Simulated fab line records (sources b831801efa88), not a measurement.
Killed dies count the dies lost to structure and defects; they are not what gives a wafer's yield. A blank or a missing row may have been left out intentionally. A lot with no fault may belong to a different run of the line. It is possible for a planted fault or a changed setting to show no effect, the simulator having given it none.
2 desks looking at one fault ; flow gf180mcu ; every desk sees just its own numbers, and what lay behind them comes last

## AT THE METROLOGY DESK
What the gauges read, lot by lot, whatever tool the lot ran on: means of the sampled wafers that have a number. If a lot's mean is further than 4 standard deviations from the usual mean, the lot is out of limits and carries the mark OUT (the distance appears in the brackets).
Columns: A = V1_W_THK at GF_V1_THK_MEAS_25, usual 353 nm; B = cd nm at GF_M2_CD_MEAS_14, usual 280.2 nm; C = V2_CVD_00_THK at GF_V2_THK_MEAS_01, usual 601 nm
lot;first seen here;A;B;C
L482;day 18 09:02;344;280.0;600
L483;day 18 13:11;353;279.1;608
L485;day 19 17:21;358;281.8;606
L486;day 19 23:44;365;280.4;604
L491;day 21 17:04;356;274.8 (-4.5) OUT;602
L492;day 22 07:20;348;273.7 (-5.4) OUT;601
L496;day 23 10:19;358;279.7;604
L499;day 24 01:12;347;278.6;598
L500;day 24 13:46;350;281.2;601
L501;day 25 04:26;349;280.7;606
L502;day 25 06:43;350;281.3;594
L503;day 25 16:35;352;278.8;597
L505;day 26 01:53;356;281.8;605
This desk's finding: out of limits on L491, L492; first on L491, day 22 16:58 (cd nm at GF_M2_CD_MEAS_14). Within limits: L482, L483, L485, L486, L496, L499, L500, L501, L502, L503, L505.

## DESK OF THE TOOL OWNER: litho track-04
The tool's own readings at GF_M2_PEB_12 (peb time 90 s): means of the sampled wafers that have a number, for each lot that ran on this tool. If a lot's mean is further than 4 standard deviations from the usual mean, the lot is out of limits and carries the mark OUT (the distance appears in the brackets).
Columns: A = chill plate temp C at GF_M2_PEB_12, usual 23.02 C
lot;first seen here;A
L482;day 19 09:31;22.92
L485;day 20 17:29;22.99
L486;day 20 23:40;23.12
L491;day 22 16:37;23.00
L492;day 23 05:13;23.02
L501;day 26 01:49;22.90
L502;day 26 04:01;23.10
L503;day 26 13:22;23.02
This desk's verdict: no lot among the 8 shows anything out of limits.

## TAKEN TOGETHER
An alarm was possible from the metrology desk at day 22 16:58, on L491, L492.
The desk of the tool owner found nothing out of limits.
Tool owner's desk: L491, L492 on record, inside its limits.
The lots listed all ran GF_M2_PEB_12 on litho track-04.

## WHAT THE SIMULATOR HAD INSERTED
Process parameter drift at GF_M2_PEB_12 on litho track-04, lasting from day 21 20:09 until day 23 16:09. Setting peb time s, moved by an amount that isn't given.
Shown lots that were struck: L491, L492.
Time in hours between the start of the fault and the first out-of-limits reading at each desk: metrology desk, 21.
